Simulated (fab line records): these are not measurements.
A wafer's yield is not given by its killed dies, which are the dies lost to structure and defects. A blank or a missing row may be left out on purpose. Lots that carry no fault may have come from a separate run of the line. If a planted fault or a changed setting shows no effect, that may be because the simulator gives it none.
fab line records + flow gf180mcu + part 2 of 2: steps 34 to 42 of 42
[record]
- lots = 5
- wafers = 15
- lastDay = 34
route steps=602 shown HV_LDD@189
lots with no fault: from the same line, run without faults
startH: start of the lot's first displayed wafer, in hours after the record's first day + waitH: hours since the lot's step before + " the same as in the row above + L1.1+2: a row that stands for several wafers + - no value present, or no start provided + * or withheld: withheld + < > ~ a bound
route shown NAME@n: names a module that has steps shown in the file, with the first one's number in the route + usual: the fault-free wafers' mean and standard deviation + same: alike in all rows + chamber/n: place in a boat + sites: per-site readings + _std_site: standard deviation across them + _edge_site: outer sites' mean less inner sites' + radiusMm: for every site, how far away it sits from the centre of the wafer + mask NAME#n: copy n + behind: the last tool/chamber to shape the wafer + hold: the reason the lot was held/the length of the hold in hours/how it ended + device: transistor that didn't switch, given as n, p or np + end of line: the tests these same wafers got at the end of their route + where a step has no rows: the recipe by itself + killed: count of dies lost to structure and defects at first sort (not the wafer's yield) + map: shows each die of a wafer: x if killed, . if not, _ if none is there
set.NAME: the setting the step ran with; set.NAME@STEP: the setting that earlier step ran with + model.NAME: the simulator's own value behind a step, which no gauge read
a table for each step, a row for each wafer; lots at some steps of the route
services: from which hour (startH, from the record's first day; less than 0 if before it) a tool's chamber was out of use, for how many hours, and why
[[steps]]
[step GF_HV_LDD_CD_MEAS_46]
[recipe]
- targetCdNm = 400
[usual]
- cdNm = 399.3/2.1
| lot.wafer | tool     | chamber | startH | waitH | cdNm  |
|-----------|----------|---------|--------|-------|-------|
| L083.1    | cdSem-02 | -       | 346.42 | 0.1   | 400.7 |
| L083.2    | "        | -       | "      | "     | 401.0 |
| L083.6    | "        | -       | "      | "     | 401.0 |
| L084.1    | cdSem-01 | -       | 356.58 | 0.1   | 402.6 |
| L084.2    | "        | -       | "      | "     | 402.1 |
| L084.5    | "        | -       | "      | "     | 401.3 |
| L085.1    | cdSem-02 | -       | 361.96 | 0.1   | 400.4 |
| L085.4    | "        | -       | "      | "     | 401.2 |
| L085.6    | "        | -       | "      | "     | 401.0 |
| L087.2    | cdSem-02 | -       | 378.63 | 0.1   | 401.3 |
| L087.4    | "        | -       | "      | "     | 400.4 |
| L087.5    | "        | -       | "      | "     | 401.9 |
| L095.1    | cdSem-01 | -       | 449.92 | 0.1   | 397.0 |
| L095.2    | "        | -       | "      | "     | 397.3 |
| L095.4    | "        | -       | "      | "     | 398.2 |
[step GF_HV_LDD_OVL_MEAS_47]
[usual]
- HV_LDD_03_OVL = -0.5/1.3
| lot.wafer | tool       | chamber | startH | waitH | HV_LDD_03_OVL[nm] |
|-----------|------------|---------|--------|-------|-------------------|
| L083.1    | overlay-01 | -       | 350.05 | 3.6   | -3.5              |
| L083.2    | "          | -       | "      | "     | -1.5              |
| L083.6    | "          | -       | "      | "     | -1.2              |
| L084.1    | overlay-01 | -       | 356.70 | 0.1   | -0.9              |
| L084.2    | "          | -       | "      | "     | -1.0              |
| L084.5    | "          | -       | "      | "     | -1.8              |
| L085.1    | overlay-02 | -       | 362.08 | 0.1   | 0.1               |
| L085.4    | "          | -       | "      | "     | -1.0              |
| L085.6    | "          | -       | "      | "     | 0.4               |
| L087.2    | overlay-01 | -       | 378.74 | 0.1   | 1.0               |
| L087.4    | "          | -       | "      | "     | 1.8               |
| L087.5    | "          | -       | "      | "     | 1.6               |
| L095.1    | overlay-01 | -       | 450.04 | 0.1   | -0.2              |
| L095.2    | "          | -       | "      | "     | -0.6              |
| L095.4    | "          | -       | "      | "     | 0.8               |
[step GF_HV_LDD_IMPLANT_48]
[recipe]
- species = B
- energyKev = 25
- doseCm2 = 3e+13
- tiltDeg = 7
[usual]
- beamOnS = 10.01/0.2
| lot.wafer | tool         | chamber | startH | waitH | beamOnS |
|-----------|--------------|---------|--------|-------|---------|
| L083.1    | implanter-02 | 0       | 350.08 | 0.0   | 10.01   |
| L083.2    | "            | 0       | "      | "     | 10.29   |
| L083.6    | "            | 0       | "      | "     | 10.03   |
| L084.1    | implanter-03 | 0       | 356.73 | 0.0   | 10.01   |
| L084.2    | "            | 0       | "      | "     | 10.21   |
| L084.5    | "            | 0       | "      | "     | 10.13   |
| L085.1    | implanter-02 | 0       | 362.12 | 0.0   | 9.53    |
| L085.4    | "            | 0       | "      | "     | 10.39   |
| L085.6    | "            | 0       | "      | "     | 9.96    |
| L087.2    | implanter-02 | 0       | 378.79 | 0.0   | 9.99    |
| L087.4    | "            | 0       | "      | "     | 9.83    |
| L087.5    | "            | 0       | "      | "     | 9.89    |
| L095.1    | implanter-03 | 0       | 450.08 | 0.0   | 9.99    |
| L095.2    | "            | 0       | "      | "     | 9.87    |
| L095.4    | "            | 0       | "      | "     | 10.38   |
[step GF_HV_LDD_STRIP_49]
[recipe]
- chemistry = O2/N2
- powerW = 1400
- pressureMtorr = 1500
- platenTempC = 250
- o2FlowSccm = 3000
- n2FlowSccm = 300
- overashFraction = 0.5
[usual]
- drypumpMotorCurrentA = 5.9/0.4
- heaterPowerW = 329/30
- oesProductAu = 0.716/0.0044
- stripTimeToEndpointS = 12.64/0.035
| lot.wafer | tool           | chamber | startH | waitH | drypumpMotorCurrentA | heaterPowerW | oesProductAu | rfHoursCounterH | stripTimeToEndpointS |
|-----------|----------------|---------|--------|-------|----------------------|--------------|--------------|-----------------|----------------------|
| L083.1    | plasmaAsher-02 | 0       | 350.23 | 0.1   | 6.3                  | 309          | 0.709        | 56              | 12.62                |
| L083.2    | "              | 1       | "      | "     | 5.7                  | 298          | 0.721        | 56              | 12.59                |
| L083.6    | "              | 0       | "      | "     | 6.2                  | 319          | 0.721        | -               | 12.59                |
| L084.1    | plasmaAsher-04 | 1       | 356.88 | 0.1   | 6.5                  | 388          | 0.723        | 25              | 12.63                |
| L084.2    | "              | 0       | "      | "     | 5.6                  | 316          | 0.718        | 25              | 12.60                |
| L084.5    | "              | 0       | "      | "     | 5.6                  | 315          | 0.713        | -               | 12.59                |
| L085.1    | plasmaAsher-02 | 1       | 362.27 | 0.1   | 5.7                  | 294          | 0.713        | 57              | 12.63                |
| L085.4    | "              | 0       | "      | "     | 6.3                  | 325          | 0.708        | -               | 12.62                |
| L085.6    | "              | 0       | "      | "     | 6.2                  | 319          | 0.723        | -               | 12.65                |
| L087.2    | plasmaAsher-03 | 1       | 378.92 | 0.1   | 5.4                  | 313          | 0.711        | 78              | 12.63                |
| L087.4    | "              | 1       | "      | "     | 5.4                  | 318          | 0.720        | -               | 12.60                |
| L087.5    | "              | 1       | "      | "     | 5.4                  | 305          | 0.716        | -               | 12.61                |
| L095.1    | plasmaAsher-02 | 1       | 450.23 | 0.1   | 5.7                  | 290          | 0.715        | 67              | 12.63                |
| L095.2    | "              | 0       | "      | "     | 6.3                  | 313          | 0.713        | 67              | 12.64                |
| L095.4    | "              | 0       | "      | "     | 6.3                  | 324          | 0.707        | -               | 12.67                |
[step GF_HV_LDD_TW_MEAS_50]
[usual]
- HV_LDD_4_TW = 573/4.2
| lot.wafer | tool         | chamber | startH | waitH | HV_LDD_4_TW |
|-----------|--------------|---------|--------|-------|-------------|
| L083.1    | filmMetro-01 | -       | 350.33 | 0.1   | 569         |
| L083.2    | "            | -       | "      | "     | 569         |
| L083.6    | "            | -       | "      | "     | 568         |
| L084.1    | filmMetro-04 | -       | 356.98 | 0.1   | 575         |
| L084.2    | "            | -       | "      | "     | 573         |
| L084.5    | "            | -       | "      | "     | 575         |
| L085.1    | filmMetro-04 | -       | 362.37 | 0.1   | 571         |
| L085.4    | "            | -       | "      | "     | 572         |
| L085.6    | "            | -       | "      | "     | 570         |
| L087.2    | filmMetro-01 | -       | 379.03 | 0.1   | 568         |
| L087.4    | "            | -       | "      | "     | 570         |
| L087.5    | "            | -       | "      | "     | 566         |
| L095.1    | filmMetro-04 | -       | 450.33 | 0.1   | 575         |
| L095.2    | "            | -       | "      | "     | 576         |
| L095.4    | "            | -       | "      | "     | 577         |
[step GF_HV_LDD_CLEAN_51]
[recipe]
- chemistry = SC1/SC2
- mix = 1:4:20
- tempC = 70
- timeS = 150
- dry = n2Spin
[usual]
- bathHeatDutyPct = 13.6/0.97
| lot.wafer | tool        | chamber | startH | waitH | bathHeatDutyPct |
|-----------|-------------|---------|--------|-------|-----------------|
| L083.1    | wetBench-02 | 0       | 350.39 | 0.1   | 14.6            |
| L083.2    | "           | 0       | "      | "     | 14.4            |
| L083.6    | "           | 0       | "      | "     | 13.9            |
| L084.1    | wetBench-03 | 0       | 357.04 | 0.1   | 12.4            |
| L084.2    | "           | 0       | "      | "     | 13.0            |
| L084.5    | "           | 0       | "      | "     | 12.8            |
| L085.1    | wetBench-02 | 3       | 362.43 | 0.1   | 12.9            |
| L085.4    | "           | 3       | "      | "     | 13.0            |
| L085.6    | "           | 3       | "      | "     | 13.7            |
| L087.2    | wetBench-03 | 3       | 379.08 | 0.0   | 13.7            |
| L087.4    | "           | 3       | "      | "     | 13.8            |
| L087.5    | "           | 3       | "      | "     | 14.4            |
| L095.1    | wetBench-03 | 0       | 450.39 | 0.1   | 12.7            |
| L095.2    | "           | 0       | "      | "     | 12.2            |
| L095.4    | "           | 0       | "      | "     | 12.9            |
[step GF_HV_LDD_RTA_52]
[recipe]
- tempC = 1000
- timeS = 10
- ambient = N2
[usual]
- lampPowerPct = 31.81/0.036
- wafer_temp_C_max = 1005.1/1.2
| lot.wafer | tool         | chamber | startH | waitH | lampPowerPct | wafer_temp_C_max |
|-----------|--------------|---------|--------|-------|--------------|------------------|
| L083.1    | rtpAnneal-01 | 0       | 350.44 | 0.0   | 31.80        | 1004.2           |
| L083.2    | "            | 0       | "      | "     | 31.77        | 1005.3           |
| L083.6    | "            | 0       | "      | "     | 31.79        | 1004.1           |
| L084.1    | rtpAnneal-01 | 0       | 357.09 | 0.0   | 31.75        | 1004.6           |
| L084.2    | "            | 0       | "      | "     | 31.81        | 1003.6           |
| L084.5    | "            | 0       | "      | "     | 31.82        | 1007.3           |
| L085.1    | rtpAnneal-01 | 0       | 362.52 | 0.0   | 31.80        | 1004.9           |
| L085.4    | "            | 0       | "      | "     | 31.79        | 1004.1           |
| L085.6    | "            | 0       | "      | "     | 31.78        | 1006.5           |
| L087.2    | rtpAnneal-01 | 0       | 379.14 | 0.0   | 31.82        | 1005.1           |
| L087.4    | "            | 0       | "      | "     | 31.82        | 1006.4           |
| L087.5    | "            | 0       | "      | "     | 31.79        | 1005.1           |
| L095.1    | rtpAnneal-02 | 0       | 450.44 | 0.0   | 31.80        | 1007.8           |
| L095.2    | "            | 0       | "      | "     | 31.85        | 1007.8           |
| L095.4    | "            | 0       | "      | "     | 31.87        | 1005.3           |
[step GF_HV_LDD_RS_MEAS_53]
[recipe]
- thkMeasGauge = four-point-probe
[usual]
- HV_LDD_RS = 418.6/0.99
| lot.wafer | tool         | chamber | startH | waitH | HV_LDD_RS[ohm/sq] |
|-----------|--------------|---------|--------|-------|-------------------|
| L083.1    | filmMetro-04 | -       | 350.51 | 0.1   | 418.4             |
| L083.2    | "            | -       | "      | "     | 418.8             |
| L083.6    | "            | -       | "      | "     | 419.0             |
| L084.1    | filmMetro-01 | -       | 357.16 | 0.1   | 417.8             |
| L084.2    | "            | -       | "      | "     | 418.3             |
| L084.5    | "            | -       | "      | "     | 417.0             |
| L085.1    | filmMetro-01 | -       | 362.58 | 0.1   | 418.1             |
| L085.4    | "            | -       | "      | "     | 417.7             |
| L085.6    | "            | -       | "      | "     | 417.6             |
| L087.2    | filmMetro-04 | -       | 379.22 | 0.1   | 419.4             |
| L087.4    | "            | -       | "      | "     | 419.1             |
| L087.5    | "            | -       | "      | "     | 419.1             |
| L095.1    | filmMetro-04 | -       | 450.50 | 0.1   | 418.9             |
| L095.2    | "            | -       | "      | "     | 419.7             |
| L095.4    | "            | -       | "      | "     | 419.2             |
[step GF_HV_LDD_CVD_54]
[recipe]
- material = SiO2
- targetThkNm = 10
- precursor = TEOS
- tempC = 680
- timeS = 75
- pressureMtorr = 400
[usual]
- spikeTcUpperC = 679.7/1.1
- susceptorTempC = 680.1/0.35
| lot.wafer | tool     | chamber | startH | waitH | spikeTcUpperC | susceptorTempC |
|-----------|----------|---------|--------|-------|---------------|----------------|
| L083.1    | lpcvd-01 | 1       | 350.63 | 0.1   | 680.4         | 679.8          |
| L083.2    | "        | 1       | "      | "     | 680.5         | 679.7          |
| L083.6    | "        | 1       | "      | "     | 678.7         | 680.0          |
| L084.1    | lpcvd-02 | 1       | 357.84 | 0.7   | 680.0         | 680.6          |
| L084.2    | "        | 1       | "      | "     | 679.6         | 680.6          |
| L084.5    | "        | 1       | "      | "     | 678.7         | 680.4          |
| L085.1    | lpcvd-01 | 1       | 362.70 | 0.1   | 678.6         | 680.1          |
| L085.4    | "        | 1       | "      | "     | 679.7         | 680.5          |
| L085.6    | "        | 1       | "      | "     | 679.5         | 679.7          |
| L087.2    | lpcvd-01 | 0       | 379.32 | 0.1   | 680.7         | 679.6          |
| L087.4    | "        | 0       | "      | "     | 680.3         | 680.1          |
| L087.5    | "        | 0       | "      | "     | 680.1         | 679.3          |
| L095.1    | lpcvd-01 | 1       | 450.62 | 0.1   | 681.8         | 680.2          |
| L095.2    | "        | 1       | "      | "     | 679.5         | 680.5          |
| L095.4    | "        | 1       | "      | "     | 679.4         | 680.6          |
[[services]]
| tool            | chamber | startH | hours | kind                     |
|-----------------|---------|--------|-------|--------------------------|
| ilineStepper-01 | -       | 283.38 | 2.1   | pm                       |
| ilineStepper-01 | -       | 285.46 | -     | consumableReplace:lamp   |
| ilineStepper-02 | 0       | 293.64 | -     | calibration              |
| ilineStepper-01 | 0       | 296.45 | -     | calibration              |
| implanter-03    | -       | 305.43 | 3.2   | repair                   |
| lpcvd-01        | -       | 313.90 | 6.1   | pm                       |
| implanter-02    | -       | 331.77 | 6.7   | repair                   |
| rtpAnneal-02    | -       | 353.40 | 34.4  | pm                       |
| wetBench-02     | -       | 355.19 | 3.1   | repair                   |
| ilineStepper-01 | -       | 363.31 | 8.9   | pm                       |
| ilineStepper-02 | -       | 372.19 | 4.4   | pm                       |
| plasmaAsher-04  | -       | 379.00 | 4.1   | repair                   |
| lpcvd-01        | -       | 382.83 | 2.3   | repair                   |
| ilineStepper-01 | -       | 383.80 | 1.7   | pm                       |
| implanter-01    | -       | 404.30 | 2.8   | pm                       |
| ilineStepper-02 | -       | 417.64 | 1.7   | pm                       |
| plasmaAsher-03  | -       | 421.25 | 9.0   | pm                       |
| plasmaAsher-03  | 0       | 421.25 | 9.0   | ventCycle                |
| wetBench-03     | -       | 421.74 | 1.9   | pm                       |
| ilineStepper-02 | -       | 430.03 | 8.9   | pm                       |
| rtpAnneal-01    | -       | 431.27 | 5.8   | pm                       |
| implanter-03    | -       | 432.45 | 3.2   | pm                       |
| lithoTrack-03   | -       | 443.61 | -     | consumableReplace:filter |
| lpcvd-02        | -       | 443.87 | 1.7   | repair                   |
